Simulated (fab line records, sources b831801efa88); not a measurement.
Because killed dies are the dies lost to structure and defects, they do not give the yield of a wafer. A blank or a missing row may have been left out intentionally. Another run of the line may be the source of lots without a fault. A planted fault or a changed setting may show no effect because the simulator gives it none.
Commonality check across tools -- flow gf180mcu -- 12 lots and 36 wafers in the sample

THE REASON FOR OPENING IT
GF_V2_RS_MEAS_24, reading V2_W_RS: flagged on 2 of 12 lots. Wafers without a fault read 0.327 ohm/sq, standard deviation 0.0031.
Rule: a lot is flagged when every wafer of it that has a number lies more than 4 standard deviations from that mean, or none has a number. As for the other lots, they are considered sound.

lot,measured,on,"V2_W_RS (ohm/sq), wafer by wafer",flag
L591,day 20 22:18,film_metro-04,0.334 0.332 0.333,
L593,day 21 22:05,film_metro-03,0.324 0.327 0.329,
L594,day 22 11:43,film_metro-04,0.327 0.328 0.327,
L596,day 22 19:26,film_metro-03,0.323 0.325 0.325,
L597,day 23 09:52,film_metro-03,0.329 0.327 0.326,
L599,day 23 21:27,film_metro-04,0.351 0.351 0.350,FLAGGED
L600,day 24 07:32,film_metro-04,0.348 0.350 0.347,FLAGGED
L601,day 24 12:58,film_metro-03,0.325 0.325 0.327,
L609,day 27 03:00,film_metro-04,0.329 0.324 0.329,
L610,day 27 04:58,film_metro-03,0.322 0.325 0.323,
L611,day 27 20:53,film_metro-04,0.323 0.325 0.326,
L612,day 28 08:07,film_metro-03,0.330 0.331 0.329,
The mean of the flagged lots' numbers is 0.349 ohm/sq, +0.022 ohm/sq from the usual (+7 standard deviations).

WHICH TOOL EACH LOT WENT THROUGH
The record holds 2 process steps before the reading, out of a route of 602 steps. Every cell lists first the tool, next ch and the chambers used by the sampled wafers, and last the start.
lot,flag,GF_V2_CVD_02,GF_V2_CVD_23
L591,,"pecvd-03 ch 0,1,2, day 19 20:55","cvd_w-01 ch 0,1, day 20 22:10"
L593,,"pecvd-03 ch 0,2, day 20 21:18","cvd_w-02 ch 0,1, day 21 21:59"
L594,,"pecvd-02 ch 0,1,2, day 21 10:26","cvd_w-01 ch 0,1, day 22 11:36"
L596,,"pecvd-03 ch 0,1, day 21 18:28","cvd_w-01 ch 0,1, day 22 19:18"
L597,,"pecvd-02 ch 0,1,2, day 22 09:23","cvd_w-02 ch 0,1, day 23 09:46"
L599,FLAGGED,"pecvd-02 ch 0,2, day 22 21:46","cvd_w-02 ch 0,1, day 23 21:19"
L600,FLAGGED,"pecvd-01 ch 1,2, day 23 07:53","cvd_w-02 ch 0,1, day 24 07:24"
L601,,"pecvd-03 ch 0,2, day 23 13:35","cvd_w-01 ch 0,1, day 24 12:49"
L609,,"pecvd-03 ch 0,1, day 26 05:42","cvd_w-01 ch 0,1, day 27 02:52"
L610,,"pecvd-01 ch 1,2, day 26 06:52","cvd_w-02 ch 0,1, day 27 04:52"
L611,,"pecvd-03 ch 0,2, day 26 23:17","cvd_w-02 ch 0,1, day 27 20:46"
L612,,"pecvd-03 ch 0,1,2, day 27 10:34","cvd_w-02 ch 0,1, day 28 08:01"
What the steps here do:
- GF_V2_CVD_02: deposits SiO2 from TEOS, target thk 850 nm, time 94.851 s.
- GF_V2_CVD_23: deposits W, target thk 350 nm, time 104.94 s.
- GF_V2_RS_MEAS_24: measures by four-point-probe.

FLAGGED AGAINST TOTAL, ONE TOOL AT A TIME (gauges that did the reading follow at the end)
step,tool,lots run,flagged,share of the flagged lots,sound lots run after its first flagged lot
GF_V2_CVD_02,pecvd-01,2,1,some,1 (L610)
GF_V2_CVD_02,pecvd-02,3,1,some,0
GF_V2_CVD_02,pecvd-03,7,0,none,-
GF_V2_CVD_23,cvd_w-01,5,0,none,-
GF_V2_CVD_23,cvd_w-02,7,2,all,"3 (L610,L611,L612)"
GF_V2_RS_MEAS_24,film_metro-03,6,0,none,-
GF_V2_RS_MEAS_24,film_metro-04,6,2,all,"2 (L609,L611)"

WHAT THE TABLE PERMITS
Table rows that saw every flagged lot: 2, namely cvd_w-02 at GF_V2_CVD_23 and film_metro-04 at GF_V2_RS_MEAS_24.
- cvd_w-02 at GF_V2_CVD_23 ran 7 lots, 2 of them flagged. After the first flagged lot (L610, L611, L612), sound lots still ran on it; a lasting fault on the whole tool would not permit that. Its own readings lie more than 4 standard deviations out on every wafer of the flagged lots: susceptor_temp_C.
- film_metro-04 at GF_V2_RS_MEAS_24 ran 6 lots, 2 of them flagged. After the first flagged lot (L609, L611), sound lots still ran on it; a lasting fault on the whole tool would not permit that.
Not one row of the table ran every flagged lot while running no sound lot after the first.

WHAT WAS PUT IN BY THE SIMULATOR
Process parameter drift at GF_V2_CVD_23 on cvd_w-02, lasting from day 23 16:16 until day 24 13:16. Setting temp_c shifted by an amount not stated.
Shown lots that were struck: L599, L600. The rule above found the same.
